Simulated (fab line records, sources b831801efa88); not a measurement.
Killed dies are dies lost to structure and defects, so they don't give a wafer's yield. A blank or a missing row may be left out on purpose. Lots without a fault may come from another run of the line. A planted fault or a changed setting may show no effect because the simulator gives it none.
fab line records | flow sky130 | part 1 of 2: steps 1 to 21 of 30
record lots=5 wafers=15 last_day=49
route steps=708 shown LDD_LDN@300 SPACER@304 POLY_CUT@307 SD_P@320
lots that met no fault: from a run of the same line without faults
start_h: hours from the record's first day to the start of the lot's first wafer shown | wait_h: hours since the lot's step before | " the same as in the row above | L1.1+2: a row that stands for several wafers | - no value, or no start given | * or withheld: withheld | < > ~ a bound
route shown NAME@n: a module of which the file shows steps, and the number in the route of the first | usual: mean/standard deviation of fault-free wafers | same: alike in all rows | chamber/n: place in a boat | sites: the reading at each site | _std_site: their standard deviation | _edge_site: outer sites' mean less inner sites' | radius_mm: how far each site lies from the wafer's centre | mask NAME#n: copy n | behind: the tool/chamber that last shaped the wafer | hold: why the lot was held/for how many hours/how that ended | device: the transistor (n, p or np) that didn't switch | end of line: the same wafers' tests at the end of the route | a step without rows: its recipe alone | killed: dies lost to structure and defects at the first sort, not the wafer's yield | map: a wafer's dies, x killed, . not, _ none there
set.NAME: the setting as run; set.NAME@STEP: as run at that earlier step | model.NAME: the simulator's own value behind a step, which no gauge read
lots at some steps of the route; a table a step, a row a wafer
services: from which hour (start_h, from the record's first day; less than 0 if before it) a tool's chamber was out of use, for how many hours, and why
## steps
# step SKY_LDD_LDN_IMPLANT_11
# recipe species=As energy_kev=15 dose_cm2=1.25e+13 tilt_deg=withheld rotation_deg=293
# usual end_station_pressure_torr=5.07e-06/2.9e-07
# columns lot.wafer tool chamber start_h wait_h end_station_pressure_torr
L074.1 implanter-02 0 519.59 0.1 4.85e-06
L074.2 " 0 " " 4.74e-06
L074.5 " 0 " " 5.1e-06
L082.1 implanter-04 0 597.73 0.1 5.29e-06
L082.2 " 0 " " 5.28e-06
L082.5 " 0 " " 5.28e-06
L086.2 implanter-01 0 630.56 0.1 5.19e-06
L086.3 " 0 " " 5e-06
L086.6 " 0 " " 4.45e-06
L092.1 implanter-04 0 680.73 0.1 5.09e-06
L092.3 " 0 " " 4.85e-06
L092.5 " 0 " " 5.08e-06
L095.2 implanter-04 0 695.41 0.1 5.08e-06
L095.3 " 0 " " 4.74e-06
L095.5 " 0 " " 4.99e-06
# step SKY_LDD_LDN_STRIP_12
# recipe chemistry=O2/N2 power_w=1400 pressure_mtorr=1500 platen_temp_c=withheld o2_flow_sccm=3000 n2_flow_sccm=300 overash_fraction=0.5
# usual drypump_motor_current_A=6.1/0.43 o2_flow_sccm=2999/8.5 oes_product_au=0.716/0.0046 strip_time_to_endpoint_s=14.15/0.047
# columns lot.wafer tool chamber start_h wait_h drypump_motor_current_A o2_flow_sccm oes_product_au rf_hours_counter_h strip_time_to_endpoint_s
L074.1 plasma_asher-03 1 519.74 0.1 5.5 3016 0.720 37 14.14
L074.2 " 0 " " 6.1 3011 0.723 37 14.16
L074.5 " 1 " " 5.5 2989 0.711 - 14.17
L082.1 plasma_asher-01 1 597.88 0.1 5.7 2994 0.721 84 14.14
L082.2 " 0 " " 6.6 3001 0.718 84 14.11
L082.5 " 0 " " 6.7 2997 0.715 - 14.08
L086.2 plasma_asher-03 1 630.68 0.1 5.5 3004 0.715 49 14.15
L086.3 " 0 " " 6.1 2996 0.718 - 14.13
L086.6 " 1 " " 5.5 2990 0.715 - 14.12
L092.1 plasma_asher-03 1 680.88 0.1 5.5 3001 0.712 54 14.07
L092.3 " 1 " " 5.5 2996 0.713 - 14.08
L092.5 " 0 " " 6.2 2993 0.707 - 14.09
L095.2 plasma_asher-04 0 695.54 0.1 5.9 3018 0.710 26 14.13
L095.3 " 1 " " 6.4 3000 0.718 - 14.18
L095.5 " 0 " " 5.9 3007 0.716 - 14.15
# step SKY_LDD_LDN_TW_MEAS_13
# usual LDD_LDN_TW=1493/16
# columns lot.wafer tool chamber start_h wait_h LDD_LDN_TW
L074.1 film_metro-02 - 519.84 0.1 1488
L074.2 " - " " 1483
L074.5 " - " " 1489
L082.1 film_metro-03 - 597.98 0.1 1495
L082.2 " - " " 1494
L082.5 " - " " 1489
L086.2 film_metro-01 - 630.79 0.1 1504
L086.3 " - " " 1505
L086.6 " - " " 1500
L092.1 film_metro-02 - 680.98 0.1 1487
L092.3 " - " " 1482
L092.5 " - " " 1480
L095.2 film_metro-03 - 695.65 0.1 1490
L095.3 " - " " 1491
L095.5 " - " " 1486
# step SKY_LDD_LDN_CLEAN_14
# recipe chemistry=SC1/SC2 mix=1:4:20 temp_c=70 time_s=150 dry=n2_spin
# columns lot.wafer tool chamber start_h wait_h
L074.1+2+5 wet_bench-02 2 519.90 0.1
L082.1+2+5 wet_bench-03 1 598.04 0.1
L086.2+3+6 wet_bench-01 0 630.84 0.0
L092.1+3+5 wet_bench-03 0 681.04 0.1
L095.2+3+5 wet_bench-02 1 695.70 0.0
# step SKY_SPACER_CVD_00
# recipe material=Si3N4 precursor=DCS/NH3 target_thk_nm=43.1 temp_c=770 time_s=740 pressure_mtorr=250
# columns lot.wafer tool chamber start_h wait_h
L074.1+2+5 lpcvd-02 0 520.30 0.3
L082.1+2+5 lpcvd-02 0 598.09 0.0
L086.2+3+6 lpcvd-02 1 632.46 1.6
L092.1+3+5 lpcvd-02 1 682.09 1.0
L095.2+3+5 lpcvd-02 1 697.50 1.7
# step SKY_SPACER_THK_MEAS_01
# recipe reads=Si3N4_of_SPACER_CVD_00
# usual SPACER_CVD_00_THK=43.3/0.41
# columns lot.wafer tool chamber start_h wait_h SPACER_CVD_00_THK[nm]
L074.1 film_metro-02 - 521.51 0.0 43.3
L074.2 " - " " 43.4
L074.5 " - " " 43.3
L082.1 film_metro-01 - 599.30 0.0 43.4
L082.2 " - " " 43.2
L082.5 " - " " 43.4
L086.2 film_metro-02 - 633.68 0.0 43.0
L086.3 " - " " 43.5
L086.6 " - " " 43.2
L092.1 film_metro-02 - 683.30 0.0 44.2
L092.3 " - " " 44.3
L092.5 " - " " 44.1
L095.2 film_metro-04 - 698.72 0.0 43.7
L095.3 " - " " 43.7
L095.5 " - " " 43.8
# step SKY_SPACER_ETCHBACK_02
# recipe chemistry=CH3F/O2 target=Si3N4 stop_on=SiO2 source_w=400 bias_w=80 pressure_mtorr=25 ch3f_flow_sccm=40 O2_flow_sccm=30 time_s=46.7 target_depth_a=450
# usual drypump_motor_current_A=5.8/0.32 oes_product_au=0.857/0.0064 throttle_valve_pct=10.562/0.0092
# columns lot.wafer tool chamber start_h wait_h drypump_motor_current_A oes_product_au rf_hours_counter_h throttle_valve_pct
L074.1 rie_diel-02 0 521.57 0.1 6.0 0.851 71 10.543
L074.2 " 3 " " 6.0 0.859 14 10.559
L074.5 " 1 " " 6.1 0.850 - 10.563
L082.1 rie_diel-03 1 599.36 0.1 5.7 0.858 11 10.566
L082.2 " 0 " " 6.0 0.854 5 10.545
L082.5 " 0 " " 6.0 0.855 - 10.560
L086.2 rie_diel-02 0 633.73 0.0 6.0 0.860 0 10.554
L086.3 " 3 " " 6.0 0.858 16 10.565
L086.6 " 1 " " 6.1 0.862 - 10.556
L092.1 rie_diel-02 3 683.36 0.1 6.0 0.862 18 10.554
L092.3 " 1 " " 6.1 0.870 9 10.566
L092.5 " 0 " " 6.0 0.869 - 10.561
L095.2 rie_diel-02 0 698.77 0.0 6.0 0.864 2 10.551
L095.3 " 2 " " 6.1 0.863 4 10.575
L095.5 " 0 " " 6.0 0.862 - 10.565
# step SKY_POLY_CUT_DEHYDRATE_00
# recipe temp_c=200 time_s=60
# usual heater_power_total_W=160.36/0.13 plate_temp_C=200.04/0.16 resist_line_temp_C=22.99/0.11
# columns lot.wafer tool chamber start_h wait_h heater_power_total_W plate_temp_C resist_line_temp_C
L074.1 litho_track-01 0 536.39 14.8 160.29 199.97 22.93
L074.2 " 0 " " 160.50 199.77 23.05
L074.5 " 0 " " 160.23 199.71 23.00
L082.1 litho_track-02 0 612.18 12.8 160.38 200.25 23.12
L082.2 " 0 " " 160.32 200.50 22.95
L082.5 " 0 " " 160.31 200.07 22.94
L086.2 litho_track-02 0 647.40 13.7 160.17 199.82 23.12
L086.3 " 0 " " 160.62 200.02 23.04
L086.6 " 0 " " 160.34 200.31 22.97
L092.1 litho_track-01 0 696.34 13.0 160.26 199.98 22.86
L092.3 " 0 " " 160.27 199.95 22.79
L092.5 " 0 " " 160.30 200.04 22.97
L095.2 litho_track-02 0 712.05 13.3 160.35 200.16 22.80
L095.3 " 0 " " 160.32 200.06 22.82
L095.5 " 0 " " 160.25 199.59 22.86
# step SKY_POLY_CUT_HMDS_01
# recipe prime_time_s=60 prime_temp_c=120
# usual prime_temp_c=119.99/0.14 resist_line_temp_C=23.00/0.12
# columns lot.wafer tool chamber start_h wait_h prime_temp_c resist_line_temp_C
L074.1 litho_track-01 0 536.54 0.1 119.94 22.90
L074.2 " 0 " " 119.84 22.89
L074.5 " 0 " " 119.70 22.88
L082.1 litho_track-02 0 612.33 0.1 119.92 23.21
L082.2 " 0 " " 119.90 23.04
L082.5 " 0 " " 119.78 22.93
L086.2 litho_track-02 0 647.55 0.1 120.16 23.03
L086.3 " 0 " " 120.22 23.16
L086.6 " 0 " " 120.22 22.97
L092.1 litho_track-01 0 696.49 0.1 119.95 22.82
L092.3 " 0 " " 119.67 22.74
L092.5 " 0 " " 119.97 22.90
L095.2 litho_track-02 0 712.20 0.1 120.11 23.07
L095.3 " 0 " " 120.03 23.07
L095.5 " 0 " " 119.98 23.06
# step SKY_POLY_CUT_COAT_02
# recipe resist=BARC temp_c=withheld time_s=withheld spin_rpm=3000 resist_thk_nm=60
# usual dispense_pressure_kPa=54.3/2.6 resist_line_temp_C=*
# columns lot.wafer tool chamber start_h wait_h dispense_pressure_kPa resist_line_temp_C
L074.1 litho_track-01 0 536.69 0.1 54.2 *
L074.2 " 0 " " 54.2 *
L074.5 " 0 " " 54.2 *
L082.1 litho_track-02 0 612.48 0.1 56.4 *
L082.2 " 0 " " 56.5 *
L082.5 " 0 " " 56.4 *
L086.2 litho_track-02 0 647.70 0.1 56.5 *
L086.3 " 0 " " 56.4 *
L086.6 " 0 " " 56.4 *
L092.1 litho_track-01 0 696.64 0.1 54.2 *
L092.3 " 0 " " 54.2 *
L092.5 " 0 " " 54.2 *
L095.2 litho_track-02 0 712.35 0.1 56.5 *
L095.3 " 0 " " 56.5 *
L095.5 " 0 " " 56.5 *
# step SKY_POLY_CUT_COAT_03
# recipe resist=KrF-thick spin_rpm=3000 resist_thk_nm=450
# usual dispense_pressure_kPa=54.3/2.6 resist_line_temp_C=23.01/0.11
# columns lot.wafer tool chamber start_h wait_h dispense_pressure_kPa resist_line_temp_C
L074.1 litho_track-01 0 - - 54.3 22.96
L074.2 " 0 " " 54.3 22.96
L074.5 " 0 " " 54.3 23.05
L082.1 litho_track-02 0 - - 56.5 23.12
L082.2 " 0 " " 56.6 23.02
L082.5 " 0 " " 56.5 22.98
L086.2 litho_track-02 0 - - 56.5 23.14
L086.3 " 0 " " 56.6 23.12
L086.6 " 0 " " 56.5 23.06
L092.1 litho_track-01 0 - - 54.3 23.06
L092.3 " 0 " " 54.3 23.21
L092.5 " 0 " " 54.2 23.03
L095.2 litho_track-02 0 - - 56.5 22.80
L095.3 " 0 " " 56.5 23.08
L095.5 " 0 " " 56.5 22.82
# step SKY_POLY_CUT_SOFTBAKE_04
# recipe temp_c=100 time_s=90 resist=KrF-thick
# usual heater_power_total_W=57.35/0.11 plate_temp_C=100.00/0.12 resist_line_temp_C=23.00/0.11
# columns lot.wafer tool chamber start_h wait_h heater_power_total_W plate_temp_C resist_line_temp_C
L074.1 litho_track-01 0 - - 57.27 100.20 22.98
L074.2 " 0 " " 57.35 100.17 23.01
L074.5 " 0 " " 57.45 99.95 22.93
L082.1 litho_track-02 0 - - 57.52 99.96 22.99
L082.2 " 0 " " 57.36 100.04 23.06
L082.5 " 0 " " 57.50 99.76 23.05
L086.2 litho_track-02 0 - - 57.48 100.04 22.80
L086.3 " 0 " " 57.48 100.07 22.94
L086.6 " 0 " " 57.20 100.16 22.95
L092.1 litho_track-01 0 - - 57.58 99.92 22.85
L092.3 " 0 " " 57.31 99.96 22.69
L092.5 " 0 " " 57.44 100.13 22.80
L095.2 litho_track-02 0 - - 57.24 99.78 22.97
L095.3 " 0 " " 57.53 99.90 22.99
L095.5 " 0 " " 57.40 99.92 22.92
# step SKY_POLY_CUT_EXPOSE_05
# recipe mask_id=NPCM na=0.8 source_shape=annular sigma_inner=0.55 sigma_outer=0.85 target_cd_nm=270 dose_mj=32
# usual reticle_temp_C=22.99/0.11 stage_vel_mm_s=499.99/0.28
# columns lot.wafer tool chamber start_h wait_h mask reticle_temp_C stage_vel_mm_s
L074.1 krf_scanner-02 0 - - NPCM#0 22.97 500.12
L074.2 " 0 " " NPCM#0 22.76 499.97
L074.5 " 0 " " NPCM#0 22.86 499.97
L082.1 krf_scanner-02 0 - - NPCM#0 23.00 499.72
L082.2 " 0 " " NPCM#0 23.03 500.00
L082.5 " 0 " " NPCM#0 22.89 499.92
L086.2 krf_scanner-01 0 - - NPCM#0 23.13 500.18
L086.3 " 0 " " NPCM#0 23.09 500.22
L086.6 " 0 " " NPCM#0 23.16 499.92
L092.1 krf_scanner-01 0 - - NPCM#0 22.90 499.81
L092.3 " 0 " " NPCM#0 23.02 499.64
L092.5 " 0 " " NPCM#0 22.90 499.82
L095.2 krf_scanner-02 0 - - NPCM#0 23.20 499.55
L095.3 " 0 " " NPCM#0 23.07 500.36
L095.5 " 0 " " NPCM#0 22.91 499.84
# step SKY_POLY_CUT_PEB_06
# recipe peb_temp_c=withheld peb_time_s=withheld resist=KrF-thick
# usual resist_line_temp_C=*
# columns lot.wafer tool chamber start_h wait_h resist_line_temp_C
L074.1 litho_track-03 0 - - *
L074.2 " 0 " " *
L074.5 " 0 " " *
L082.1 litho_track-03 0 - - *
L082.2 " 0 " " *
L082.5 " 0 " " *
L086.2 litho_track-03 0 - - *
L086.3 " 0 " " *
L086.6 " 0 " " *
L092.1 litho_track-01 0 - - *
L092.3 " 0 " " *
L092.5 " 0 " " *
L095.2 litho_track-03 0 - - *
L095.3 " 0 " " *
L095.5 " 0 " " *
# step SKY_POLY_CUT_DEVELOP_07
# recipe develop_time_s=60 resist=KrF-thick dev_temp_c=21
# usual resist_line_temp_C=23.02/0.11
# columns lot.wafer tool chamber start_h wait_h resist_line_temp_C
L074.1 litho_track-03 0 - - 23.01
L074.2 " 0 " " 23.00
L074.5 " 0 " " 23.05
L082.1 litho_track-03 0 - - 23.06
L082.2 " 0 " " 22.98
L082.5 " 0 " " 23.06
L086.2 litho_track-03 0 - - 22.92
L086.3 " 0 " " 23.07
L086.6 " 0 " " 22.98
L092.1 litho_track-01 0 - - 22.73
L092.3 " 0 " " 22.87
L092.5 " 0 " " 22.88
L095.2 litho_track-03 0 - - 22.95
L095.3 " 0 " " 23.01
L095.5 " 0 " " 23.07
# step SKY_POLY_CUT_CD_MEAS_08
# recipe target_cd_nm=270
# usual cd_nm=270.7/1.4
# columns lot.wafer tool chamber start_h wait_h cd_nm
L074.1 cd_sem-02 - 552.00 - 269.4
L074.2 " - " " 270.0
L074.5 " - " " 268.5
L082.1 cd_sem-01 - 627.85 - 270.5
L082.2 " - " " 269.7
L082.5 " - " " 270.0
L086.2 cd_sem-02 - 661.97 - 271.5
L086.3 " - " " 269.9
L086.6 " - " " 270.2
L092.1 cd_sem-02 - 711.19 - 271.7
L092.3 " - " " 272.3
L092.5 " - " " 273.4
L095.2 cd_sem-02 - 726.27 - 272.1
L095.3 " - " " 271.1
L095.5 " - " " 270.7
# step SKY_POLY_CUT_OVL_MEAS_09
# usual POLY_CUT_OVL=1/5.3
# columns lot.wafer tool chamber start_h wait_h POLY_CUT_OVL[nm]
L074.1 overlay-01 - 552.12 0.1 -3
L074.2 " - " " 0
L074.5 " - " " 6
L082.1 overlay-02 - 627.97 0.1 -6
L082.2 " - " " 3
L082.5 " - " " -3
L086.2 overlay-02 - 662.08 0.1 -5
L086.3 " - " " -2
L086.6 " - " " -5
L092.1 overlay-02 - 711.31 0.1 -6
L092.3 " - " " -4
L092.5 " - " " -2
L095.2 overlay-02 - 726.38 0.1 3
L095.3 " - " " -10
L095.5 " - " " -9
# step SKY_POLY_CUT_ETCH_10
# recipe chemistry=N2/H2 target=BARC ion_energy_ev=200 source_w=500 bias_w=100 pressure_mtorr=30 n2_flow_sccm=100 h2_flow_sccm=200 stop_on=SiO2 time_s=45.9 target_depth_a=600
# usual drypump_motor_current_A=5.7/0.36 oes_product_au=0.854/0.0048 throttle_valve_pct=13.224/0.0094
# columns lot.wafer tool chamber start_h wait_h drypump_motor_current_A oes_product_au rf_hours_counter_h throttle_valve_pct
L074.1 rie_diel-04 1 552.16 0.0 5.3 0.854 34 13.233
L074.2 " 3 " " 5.6 0.853 13 13.219
L074.5 " 1 " " 5.3 0.858 - 13.229
L082.1 rie_diel-03 3 628.01 0.0 5.7 0.862 1 13.222
L082.2 " 2 " " 5.3 0.860 35 13.217
L082.5 " 0 " " 6.0 0.850 - 13.209
L086.2 rie_diel-02 3 662.11 0.0 6.0 0.853 17 13.219
L086.3 " 0 " " 6.1 0.850 1 13.240
L086.6 " 0 " " 6.0 0.847 - 13.226
L092.1 rie_diel-02 3 711.35 0.0 6.0 0.853 18 13.218
L092.3 " 0 " " 6.0 0.856 2 13.226
L092.5 " 2 " " 6.1 0.855 - 13.220
L095.2 rie_diel-02 1 726.41 0.0 6.1 0.859 10 13.229
L095.3 " 3 " " 6.0 0.848 19 13.238
L095.5 " 3 " " 6.0 0.859 - 13.227
# step SKY_POLY_CUT_ETCH_11
# recipe target=Si3N4 chemistry=CF4/CH2F2/Ar stop_on=poly-Si source_w=600 bias_w=150 pressure_mtorr=40 cf4_flow_sccm=40 ch2f2_flow_sccm=20 Ar_flow_sccm=150 time_s=42.5 target_depth_a=600
# usual ch2f2_flow_sccm=20.00/0.06 drypump_motor_current_A=5.7/0.36 oes_product_au=0.830/0.0064 throttle_valve_pct=14.994/0.0085
# columns lot.wafer tool chamber start_h wait_h ch2f2_flow_sccm drypump_motor_current_A oes_product_au rf_hours_counter_h throttle_valve_pct
L074.1 rie_diel-04 1 552.20 0.0 19.95 5.3 0.837 34 14.986
L074.2 " 3 " " 20.05 5.6 0.827 13 14.979
L074.5 " 1 " " 20.05 5.3 0.839 - 14.986
L082.1 rie_diel-03 3 628.05 0.0 20.00 5.7 0.832 1 15.000
L082.2 " 2 " " 19.97 5.3 0.839 35 14.997
L082.5 " 0 " " 20.08 6.0 0.833 - 14.996
L086.2 rie_diel-02 3 662.15 0.0 19.92 6.0 0.835 17 14.999
L086.3 " 0 " " 19.91 6.0 0.818 1 14.986
L086.6 " 0 " " 19.91 6.0 0.832 - 14.996
L092.1 rie_diel-02 3 711.39 0.0 20.03 6.0 0.833 18 14.991
L092.3 " 0 " " 20.07 6.0 0.836 2 14.984
L092.5 " 2 " " 20.00 6.1 0.838 - 15.003
L095.2 rie_diel-02 1 726.45 0.0 20.05 6.1 0.836 10 14.988
L095.3 " 3 " " 19.93 6.0 0.829 19 15.007
L095.5 " 3 " " 19.91 6.0 0.842 - 15.013
# step SKY_POLY_CUT_STRIP_12
# recipe chemistry=O2/N2 power_w=1400 pressure_mtorr=1500 platen_temp_c=withheld o2_flow_sccm=3000 n2_flow_sccm=300 overash_fraction=0.5
# usual drypump_motor_current_A=5.9/0.4 o2_flow_sccm=3002/9.6 oes_product_au=0.452/0.0043 strip_time_to_endpoint_s=5.358/0.019
# columns lot.wafer tool chamber start_h wait_h drypump_motor_current_A o2_flow_sccm oes_product_au rf_hours_counter_h strip_time_to_endpoint_s
L074.1 plasma_asher-04 0 552.24 0.0 5.9 3004 0.457 11 5.357
L074.2 " 1 " " 6.4 2997 0.456 11 5.355
L074.5 " 0 " " 5.9 2995 0.451 - 5.341
L082.1 plasma_asher-04 1 628.09 0.0 6.4 2993 0.444 19 5.388
L082.2 " 0 " " 5.9 2999 0.452 19 5.356
L082.5 " 0 " " 5.9 2990 0.451 - 5.367
L086.2 plasma_asher-04 1 662.19 0.0 6.4 3014 0.457 22 5.347
L086.3 " 1 " " 6.4 2999 0.453 - 5.375
L086.6 " 1 " " 6.4 3003 0.448 - 5.346
L092.1 plasma_asher-04 0 711.43 0.0 5.9 3023 0.454 27 5.348
L092.3 " 1 " " 6.5 3002 0.457 - 5.359
L092.5 " 1 " " 6.4 3007 0.449 - 5.360
L095.2 plasma_asher-03 0 726.49 0.0 6.2 3015 0.450 59 5.401
L095.3 " 0 " " 6.1 3014 0.445 - 5.389
L095.5 " 1 " " 5.5 2992 0.447 - 5.377
# step SKY_SD_P_DEHYDRATE_00
# recipe temp_c=200 time_s=60
# usual heater_power_total_W=160.39/0.12 plate_temp_C=199.97/0.16 resist_line_temp_C=23.01/0.11
# columns lot.wafer tool chamber start_h wait_h heater_power_total_W plate_temp_C resist_line_temp_C
L074.1 litho_track-03 0 567.05 14.8 160.26 200.23 22.97
L074.2 " 0 " " 160.35 200.10 23.12
L074.5 " 0 " " 160.46 200.12 22.94
L082.1 litho_track-03 0 641.65 13.5 160.21 200.10 22.80
L082.2 " 0 " " 160.21 199.89 23.18
L082.5 " 0 " " 160.33 199.53 23.01
L086.2 litho_track-03 0 675.53 13.3 160.36 200.08 22.87
L086.3 " 0 " " 160.37 199.88 22.98
L086.6 " 0 " " 160.24 200.03 22.82
L092.1 litho_track-03 0 724.50 13.0 160.35 200.28 23.00
L092.3 " 0 " " 160.40 199.93 23.11
L092.5 " 0 " " 160.29 200.21 22.88
L095.2 litho_track-04 0 739.77 13.2 160.42 200.19 22.85
L095.3 " 0 " " 160.50 200.14 22.90
L095.5 " 0 " " 160.25 200.11 23.08
